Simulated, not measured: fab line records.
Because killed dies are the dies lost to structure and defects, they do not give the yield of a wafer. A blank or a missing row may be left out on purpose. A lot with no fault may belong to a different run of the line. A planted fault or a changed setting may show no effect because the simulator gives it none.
Comparing a struck lot with a sound one || flow sfq line || 14 out of 325 route steps
Sound: wafers L921.1, L921.4, L921.5. Wafers L926.3, L926.4, L926.5 were the ones struck. The cause is named last.
Per side, at each step with rows, come the tool, then ch with its chambers, and then its first start. Under that, the readings that differ: sound wafers || struck wafers || difference of the means || sigmas: that difference in standard deviations of wafers without a fault.
alike: words and numbers the same on both sides, and readings whose means are apart by under 2 such deviations; not compared: readings that were withheld, readings missing a value for some wafer, numbers with overlapping values and no deviation given by the record, and bounds like >300 which may hide the same value.
The two part at a step that has a row with sigmas, a row that says differs or no value, or rows on one side only. Numbers that have no deviation but don't overlap get no sigmas and don't part them. Lack of a reading on every wafer of one side parts them only where that side has two or more wafers.

SFQ_TRILAYER_R5_DEP_SPUTTER_132: material Ti, target thk 5 nm, time 5 s.
  struck on pvd sputter-03, day 54 16:47; sound on pvd sputter-06, day 51 07:10
  alike: throttle valve pct
SFQ_TRILAYER_R5_DEP_SPUTTER_133: material MoNx, target thk 40 nm, time 66.7 s.
  struck on pvd sputter-03, day 54 16:48; sound on pvd sputter-06, day 51 07:11
  alike: throttle valve pct
SFQ_TRILAYER_R5_DEP_SPUTTER_134: material Ti, target thk 5 nm, time 5 s.
  struck on pvd sputter-03, day 54 16:51; sound on pvd sputter-06, day 51 07:14
  alike: throttle valve pct
SFQ_R5_RS_MEAS_933: a four-point-probe measurement.
  struck on film metro-04, day 54 16:55; sound on film metro-04, day 51 07:15
  alike: R5_MONX_RS
SFQ_R5_THK_MEAS_934: measures by xrf.
  struck on film metro-04, day 54 17:01; sound on film metro-04, day 51 07:22
  alike: R5_MONX_THK
then, 6 steps without rows for these wafers: SFQ_TRILAYER_R5_LITHO_COAT_141 (resist thk 62 nm); SFQ_TRILAYER_R5_LITHO_COAT_136 (resist thk 600 nm); SFQ_TRILAYER_R5_LITHO_SOFTBAKE_140; SFQ_TRILAYER_R5_LITHO_EXPOSE_137 (exposes mask R5, target cd 500 nm); SFQ_TRILAYER_R5_LITHO_PEB_139 (peb time 60 s); SFQ_TRILAYER_R5_LITHO_DEVELOP_138 (time 60 s).
-- the record jumps here: 5 days lie between the struck wafers' starts before and after --
SFQ_R5_OVL_MEAS_935:
  struck on overlay-01, day 60 02:36; sound on overlay-02, day 57 12:37
{"reading": "R5_OVL (nm)", "sound": "0 -4 -10", "struck": "3 12 14", "difference": "+14", "sigmas": "+3"}
SFQ_TRILAYER_R5_BARC_OPEN_METAL_ETCH_177: etches BARC in O2, target depth 125 nm, time 41.7 s.
  sound on rie metal-02 ch 0,1, day 57 12:40; struck on rie metal-04 ch 0,1, day 60 02:39
{"reading": "oes product au (a.u.)", "sound": "0.673 0.679 0.689", "struck": "0.663 0.664 0.656", "difference": -0.019, "sigmas": -4}
{"reading": "run length s (s)", "sound": "69.3 70.1 69.9", "struck": "73.2 72.0 72.8", "difference": "+2.9", "sigmas": "+5"}
  alike: bias w, chamber pressure mTorr, drypump motor current A
  not compared: rf hours counter h
SFQ_TRILAYER_R5_ETCH_METAL_ETCH_139: etches the open film in Cl2, stops on SiO2, target depth 60 nm, time 40 s.
  sound on rie metal-02 ch 0,1, day 57 12:43; struck on rie metal-04 ch 0,1, day 60 02:43
  alike: bias w, chamber pressure mTorr, drypump motor current A, oes product au, run length s
  not compared: rf hours counter h

== WHERE THEY PART ==
At SFQ_R5_OVL_MEAS_935 first; at SFQ_TRILAYER_R5_BARC_OPEN_METAL_ETCH_177 last (within this record only). Later steps at which nothing parts them and some readings are alike: SFQ_TRILAYER_R5_ETCH_METAL_ETCH_139.

WHY: what the simulator had put in
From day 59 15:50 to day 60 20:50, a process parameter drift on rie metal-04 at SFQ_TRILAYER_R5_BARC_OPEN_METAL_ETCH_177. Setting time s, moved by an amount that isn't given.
